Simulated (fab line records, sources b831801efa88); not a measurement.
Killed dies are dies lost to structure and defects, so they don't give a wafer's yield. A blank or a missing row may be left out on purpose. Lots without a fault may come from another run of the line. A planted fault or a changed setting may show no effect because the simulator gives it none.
Which tool did it? | flow gf180mcu | 10 lots, 30 wafers sampled, at 3 steps of a route of 602

WHAT THE GAUGES READ, wafer by wafer
GF_V1_THK_MEAS_01. Usual: V1_CVD_00_THK 599 nm, standard deviation 6.8.
lot  | measured     | on            | V1_CVD_00_THK (nm) | flag
L510 | day 18 08:17 | film_metro-01 | 588 585 583        |
L511 | day 18 18:02 | film_metro-01 | 595 590 596        |
L513 | day 19 11:35 | film_metro-04 | 603 605 604        |
L514 | day 19 17:16 | film_metro-04 | 593 594 593        |
L516 | day 20 20:09 | film_metro-01 | 583 585 584        |
L523 | day 23 01:59 | film_metro-01 | 607 604 600        |
L526 | day 23 23:22 | film_metro-02 | 599 609 605        |
L527 | day 24 04:56 | film_metro-04 | 601 604 598        |
L528 | day 24 15:52 | film_metro-04 | 611 610 610        |
L529 | day 24 21:31 | film_metro-04 | 603 592 591        |

GF_V1_RS_MEAS_24: measures by four-point-probe. Usual: V1_W_RS 0.329 ohm/sq, standard deviation 0.0034.
lot  | measured     | on            | V1_W_RS (ohm/sq)  | flag
L510 | day 19 09:59 | film_metro-01 | 0.329 0.328 0.327 |
L511 | day 19 19:40 | film_metro-04 | 0.324 0.327 0.329 |
L513 | day 20 13:17 | film_metro-02 | 0.331 0.334 0.329 |
L514 | day 20 19:01 | film_metro-01 | 0.326 0.325 0.325 |
L516 | day 21 21:40 | film_metro-01 | 0.327 0.329 0.325 |
L523 | day 24 02:20 | film_metro-02 | 0.327 0.331 0.327 |
L526 | day 24 22:35 | film_metro-02 | 0.327 0.326 0.331 |
L527 | day 25 04:14 | film_metro-04 | 0.332 0.330 0.331 |
L528 | day 25 14:59 | film_metro-01 | 0.324 0.325 0.320 |
L529 | day 25 20:40 | film_metro-04 | 0.329 0.329 0.334 |

WHICH TOOL RAN EACH LOT (tool, then ch and the chambers of the sampled wafers, then the start)
lot  | GF_V1_SPUTTER_22
L510 | pvd_sputter-02, day 19 09:50
L511 | pvd_sputter-01, day 19 19:29
L513 | pvd_sputter-03, day 20 13:07
L514 | pvd_sputter-02, day 20 18:52
L516 | pvd_sputter-03, day 21 21:29
L523 | pvd_sputter-03, day 24 02:10
L526 | pvd_sputter-01, day 24 22:22
L527 | pvd_sputter-03, day 25 04:02
L528 | pvd_sputter-01, day 25 14:49
L529 | pvd_sputter-02, day 25 20:31
- GF_V1_SPUTTER_22: material TiN, target thk 10 nm, time 40 s.

WHAT THE TOOLS THEMSELVES READ (means of the sampled wafers that have a number; where no wafer has one, the mark that the record gives instead)
GF_V1_SPUTTER_22. Usual: throttle_valve_pct 29.8 %, standard deviation 1.
lot  | tool           | throttle_valve_pct (%) | flag
L510 | pvd_sputter-02 | 29.3                   |
L511 | pvd_sputter-01 | 29.8                   |
L513 | pvd_sputter-03 | 29.7                   |
L514 | pvd_sputter-02 | 29.3                   |
L516 | pvd_sputter-03 | 29.0                   |
L523 | pvd_sputter-03 | 29.7                   |
L526 | pvd_sputter-01 | 30.1                   |
L527 | pvd_sputter-03 | 29.3                   |
L528 | pvd_sputter-01 | 30.1                   |
L529 | pvd_sputter-02 | 29.9                   |

THE ANSWER, worked out from the rows above alone
Rule: a lot is off if the mean of its wafers that have a number lies more than 3 standard deviations from the usual mean. A lot without any number at a reading at which 4 lots or more have one is off too. The other lots that the step has rows for count as sound. The gauges are gone through in route order, then the tools' own readings, and for those a lot's mean is taken as printed above. The first step at which some lot is off is used, and at that step the reading that is off furthest; a lot without a number counts as furthest.
No lot is off at any reading shown: from this, nothing can be told.

WHAT THE SIMULATOR HAD PUT IN
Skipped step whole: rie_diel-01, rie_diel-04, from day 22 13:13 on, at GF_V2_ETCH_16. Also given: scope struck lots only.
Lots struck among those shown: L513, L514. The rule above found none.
